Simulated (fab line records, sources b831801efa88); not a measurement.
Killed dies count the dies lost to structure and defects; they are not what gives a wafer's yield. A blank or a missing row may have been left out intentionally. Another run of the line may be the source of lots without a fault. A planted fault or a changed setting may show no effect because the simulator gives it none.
A lot that was struck, set against a sound lot -- flow sfq_line -- 43 steps out of a route of 325
Sound: these wafers, L614.3, L614.4, L614.5. Struck: wafer L623.5; the same lot's L623.6 was not struck, so it is left out; see the end for the cause.
Order at every step that has rows: each side's tool, ch and its chambers, its first start. Under that, the readings that differ: sound wafers -- struck wafers -- difference of the means -- sigmas: that difference in standard deviations of wafers without a fault.
alike: a reading whose means differ by less than 2 such deviations, as well as words and numbers matching on both sides. not compared: withheld readings; readings where some wafer has no value; bounds like >300 that might hide an equal value; numbers whose values overlap and for which the record gives no deviation.
A row with sigmas, a row that says differs or no value, or rows on one side alone: a step with any of these is where the two part. Numbers that have no deviation but don't overlap get no sigmas and don't part them. Lack of a reading on every wafer of one side parts them only where that side has two or more wafers.

first, 3 steps without rows for these wafers: SFQ_TRILAYER_M5_LITHO_EXPOSE_124 (exposes mask M5, target cd 700 nm); SFQ_TRILAYER_M5_LITHO_PEB_126 (peb time 60 s); SFQ_TRILAYER_M5_LITHO_DEVELOP_125 (time 60 s).
SFQ_M5_OVL_MEAS_932:
  sound on overlay-01, day 59 00:28; struck on overlay-01, day 64 01:52
  alike: M5_OVL
SFQ_TRILAYER_M5_BARC_OPEN_METAL_ETCH_161: etches BARC in O2, target depth 125 nm, time 41.7 s.
  sound on rie_metal-02 ch 0,1, day 59 00:31; struck on rie_metal-03 ch 0, day 64 01:56
reading,sound,struck,difference,sigmas
drypump_motor_current_A (A),6.3 5.9 6.3,5.0,-1.2,-2
  alike: bias_w, oes_product_au
  not compared: rf_hours_counter_h
then, 4 steps without rows for these wafers: SFQ_TRILAYER_M5_ETCH_METAL_ETCH_126 (etches Nb in Cl2/BCl3, stops on SiO2, time 203.2 s, target depth 265 nm); SFQ_TRILAYER_M5_STRIP_STRIP_127 (strips in O2); SFQ_TRILAYER_M5_STRIP_SOLV_CLEAN_128 (cleans in NMP, time 600 s); SFQ_TRILAYER_A5B_DEP_PECVD_129 (deposits SiO2 from SiH4/N2O, time 133.33 s, target thk 600 nm).
SFQ_TRILAYER_A5B_CMP_CMP_130: polishes, stops on Nb, target thk 340.7 nm.
  sound on cmp-01 ch 1,2, day 59 01:37; struck on cmp-01 ch 2, day 64 05:01
  alike: edge_zone_pressure_frac, motor_current_A
SFQ_TRILAYER_A5B_METRO_MEASURE_131:
  sound on film_metro-02, day 59 05:01; struck on film_metro-03, day 64 06:49
  alike: thk_nm
then, 1 step without rows for these wafers: SFQ_TRILAYER_R5_DEP_SPUTTER_132 (material Ti, target thk 5 nm, time 5 s).
SFQ_TRILAYER_R5_DEP_SPUTTER_133: material MoNx, target thk 40 nm, time 66.7 s.
  sound on pvd_sputter-03, day 59 05:50; struck on pvd_sputter-05, day 64 07:16
reading,sound,struck,difference,sigmas
throttle_valve_pct (%),30.0 29.3 31.9,27.4,-3.0,-2
model.MoNx_of_TRILAYER_R5_DEP_SPUTTER_133.thk_nm (nm),40.55 40.06 40.22,46.24,+5.96,
SFQ_TRILAYER_R5_DEP_SPUTTER_134: material Ti, target thk 5 nm, time 5 s.
  sound on pvd_sputter-03, day 59 05:53; struck on pvd_sputter-05, day 64 07:18
reading,sound,struck,difference,sigmas
throttle_valve_pct (%),30.0 29.4 31.8,27.4,-3.0,-2
SFQ_R5_RS_MEAS_933: the measuring method here is four-point-probe.
  sound on film_metro-03, day 59 05:57; struck on film_metro-04, day 64 07:23
reading,sound,struck,difference,sigmas
R5_MONX_RS (ohm/sq),6.97 7.07 7.01,6.17,-0.85,-8
SFQ_R5_THK_MEAS_934: measures by xrf.
  sound on film_metro-03, day 59 06:03; struck on film_metro-04, day 64 07:28
reading,sound,struck,difference,sigmas
R5_MONX_THK (nm),39.8 39.2 39.5,45.6,+6.1,+10
then, 6 steps without rows for these wafers: SFQ_TRILAYER_R5_LITHO_COAT_141 (resist thk 62 nm); SFQ_TRILAYER_R5_LITHO_COAT_136 (resist thk 600 nm); SFQ_TRILAYER_R5_LITHO_SOFTBAKE_140; SFQ_TRILAYER_R5_LITHO_EXPOSE_137 (exposes mask R5, target cd 500 nm); SFQ_TRILAYER_R5_LITHO_PEB_139 (peb time 60 s); SFQ_TRILAYER_R5_LITHO_DEVELOP_138 (time 60 s).
-- the record jumps here: 4 days lie between the struck wafers' starts before and after --
SFQ_R5_OVL_MEAS_935:
  sound on overlay-01, day 60 10:05; struck on overlay-02, day 68 19:06
  alike: R5_OVL
SFQ_TRILAYER_R5_BARC_OPEN_METAL_ETCH_177: etches BARC in O2, target depth 125 nm, time 41.7 s.
  sound on rie_metal-03 ch 0,1, day 60 10:07; struck on rie_metal-01 ch 1, day 68 19:11
  alike: bias_w, drypump_motor_current_A, oes_product_au
  not compared: rf_hours_counter_h
SFQ_TRILAYER_R5_ETCH_METAL_ETCH_139: etches the open film in Cl2, stops on SiO2, target depth 60 nm, time 40 s.
  sound on rie_metal-03 ch 0,1, day 60 10:11; struck on rie_metal-01 ch 1, day 68 19:18
reading,sound,struck,difference,sigmas
oes_product_au (a.u.),0.995 0.998 0.995,0.958,-0.038,-6
  alike: bias_w, drypump_motor_current_A
  not compared: rf_hours_counter_h
then, 9 steps without rows for these wafers: SFQ_TRILAYER_R5_STRIP_STRIP_140 (strips in O2); SFQ_TRILAYER_R5_STRIP_SOLV_CLEAN_141 (cleans in NMP, time 600 s); SFQ_TRILAYER_A5C_DEP_PECVD_142 (deposits SiO2 from SiH4/N2O, time 15.556 s, target thk 70 nm); SFQ_TRILAYER_I5_LITHO_COAT_149 (resist thk 62 nm); SFQ_TRILAYER_I5_LITHO_COAT_144 (resist thk 650 nm); SFQ_TRILAYER_I5_LITHO_SOFTBAKE_148; SFQ_TRILAYER_I5_LITHO_EXPOSE_145 (exposes mask I5, target cd 700 nm); SFQ_TRILAYER_I5_LITHO_PEB_147 (peb time 60 s); SFQ_TRILAYER_I5_LITHO_DEVELOP_146 (time 60 s).
-- the record jumps here: 4 days lie between the struck wafers' starts before and after --
SFQ_I5_OVL_MEAS_936:
  sound on overlay-01, day 65 23:16; struck on overlay-02, day 72 18:25
  alike: I5_OVL
then, 7 steps without rows for these wafers: SFQ_TRILAYER_I5_BARC_OPEN_VIA_ETCH_200 (etches BARC in O2, target depth 125 nm, time 41.7 s); SFQ_TRILAYER_I5_ETCH_VIA_ETCH_147 (etches the open film in CHF3, stops on Nb, target depth 360 nm); SFQ_TRILAYER_I5_STRIP_STRIP_148 (strips in O2); SFQ_TRILAYER_I5_STRIP_SOLV_CLEAN_149 (cleans in NMP, time 600 s); SFQ_TRILAYER_C5_LITHO_COAT_156 (resist thk 62 nm); SFQ_TRILAYER_C5_LITHO_COAT_151 (resist thk 650 nm); SFQ_TRILAYER_C5_LITHO_SOFTBAKE_155.
-- the record jumps here: 15 days lie between the struck wafers' starts before and after --
SFQ_M8_BOW_MEAS_951:
  sound on film_metro-03, day 86 06:53; struck on film_metro-03, day 87 14:25
reading,sound,struck,difference,sigmas
model.etest.r5.ohm_um,13.9 14.13 14.02,12.34,-1.68,
model.etest.c5.link_ohm,7.926 8.004 7.97,7.061,-0.906,
model.etest.r5.ohm_sq,6.965 7.05 7.021,6.107,-0.905,
  alike: M8_BOW

## WHERE THEY PART
Last at SFQ_TRILAYER_R5_ETCH_METAL_ETCH_139 as far as this record goes, first at SFQ_TRILAYER_M5_BARC_OPEN_METAL_ETCH_161. Later steps at which nothing parts them and some readings are alike: SFQ_I5_OVL_MEAS_936, SFQ_M8_BOW_MEAS_951.

WHY: what had been put in by the simulator
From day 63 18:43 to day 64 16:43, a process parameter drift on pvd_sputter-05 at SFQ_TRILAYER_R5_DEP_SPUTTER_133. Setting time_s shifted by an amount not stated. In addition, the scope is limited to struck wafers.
